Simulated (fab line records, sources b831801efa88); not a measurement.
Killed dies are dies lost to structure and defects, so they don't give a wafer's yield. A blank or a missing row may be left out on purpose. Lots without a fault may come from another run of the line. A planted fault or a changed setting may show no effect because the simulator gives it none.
Chamber matching | flow sky130 | SKY_LI_CONTACT_CMP_02 on cmp-02: 4 sister chambers
The step polishes PSG. 4 wafers are shown with their chamber, then 7 later ones without.

WAFERS WITH THEIR CHAMBER
wafer  | chamber | motor_current_A (A)
L719.4 | 1       | 10.6
L721.5 | 2       | 12.0
L726.1 | 0       | 11.0
L726.3 | 3       | 11.0

WAFERS WITHOUT THEIR CHAMBER
wafer  | motor_current_A (A)
L726.5 | 11.9
L727.2 | 11.0
L727.4 | 10.7
L727.6 | 11.8
L733.1 | 11.2
L733.2 | 10.8
L733.4 | 12.1

WHICH CHAMBER EACH WENT THROUGH
wafer  | from the rows above          | in truth
L726.5 | 2                            | 2
L727.2 | can't be placed: 0 or 3      | 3
L727.4 | can't be placed: 1 or 0 or 3 | 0
L727.6 | 2                            | 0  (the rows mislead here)
L733.1 | can't be placed: 0 or 3      | 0
L733.2 | can't be placed: 0 or 3 or 1 | 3
L733.4 | 2                            | 2
Placed correctly: 2 of 7. Can't be placed from these rows: 4 (the true chamber is among the candidates in 4). Placed wrongly: 1.
How it was worked out, from the rows above alone: a wafer's distance from a chamber is the root of the sum, over the readings, of the square of ((its reading less the chamber's mean) divided by the reading's scatter). The wafer belongs to the nearest chamber; if the next one is less than 2 further off, it can't be placed. A chamber's mean is the mean of its shown wafers. The scatter: with one shown wafer a chamber, the root of the mean of the squares of how far each hidden wafer lies from its nearest shown one.
